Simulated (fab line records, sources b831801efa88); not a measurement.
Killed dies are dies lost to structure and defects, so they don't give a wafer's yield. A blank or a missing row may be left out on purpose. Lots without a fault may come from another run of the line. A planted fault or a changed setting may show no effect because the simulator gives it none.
One fault seen from 2 desks | flow sky130 | each desk has only its own numbers; what lay behind them comes last

THE METROLOGY DESK
What the gauges read, lot by lot, whatever tool the lot ran on: means of the sampled wafers that have a number. A lot is out of limits, marked OUT, if its mean lies more than 4 standard deviations from the usual mean; the brackets give that distance.
Columns: A = cd_nm at SKY_LI_CONTACT_CD_MEAS_12, usual 170.0 nm; B = LI_CONTACT_OVL at SKY_LI_CONTACT_OVL_MEAS_13, usual 1 nm
lot  | first seen here | A     | B
L168 | day 29 14:51    | 169.1 | 2
L172 | day 31 17:57    | 169.5 | 13
L175 | day 32 04:26    | 168.9 | 1
L184 | day 34 18:21    | 170.3 | -6
L187 | day 35 19:32    | 169.7 | -3
L189 | day 36 09:53    | 170.1 | -7
This desk's finding: nothing out of limits on any of the 6 lots.

THE TOOL OWNER'S DESK: pvd_sputter-02
The tool's own readings at SKY_LI_CONTACT_SPUTTER_19 (material Ti, target thk 20 nm, time 106.37 s): means of the sampled wafers that have a number, for each lot that ran on this tool. A lot is out of limits, marked OUT, if its mean lies more than 4 standard deviations from the usual mean; the brackets give that distance.
Columns: A = throttle_valve_pct at SKY_LI_CONTACT_SPUTTER_19, usual 30.0 %
lot  | first seen here | A
L172 | day 31 18:31    | 30.0
L175 | day 32 05:01    | 30.9
L189 | day 36 10:27    | 29.0
This desk's finding: nothing out of limits on any of the 3 lots.

PUT TOGETHER
The metrology desk saw nothing out of limits.
The tool owner's desk saw nothing out of limits.

WHAT THE SIMULATOR HAD PUT IN
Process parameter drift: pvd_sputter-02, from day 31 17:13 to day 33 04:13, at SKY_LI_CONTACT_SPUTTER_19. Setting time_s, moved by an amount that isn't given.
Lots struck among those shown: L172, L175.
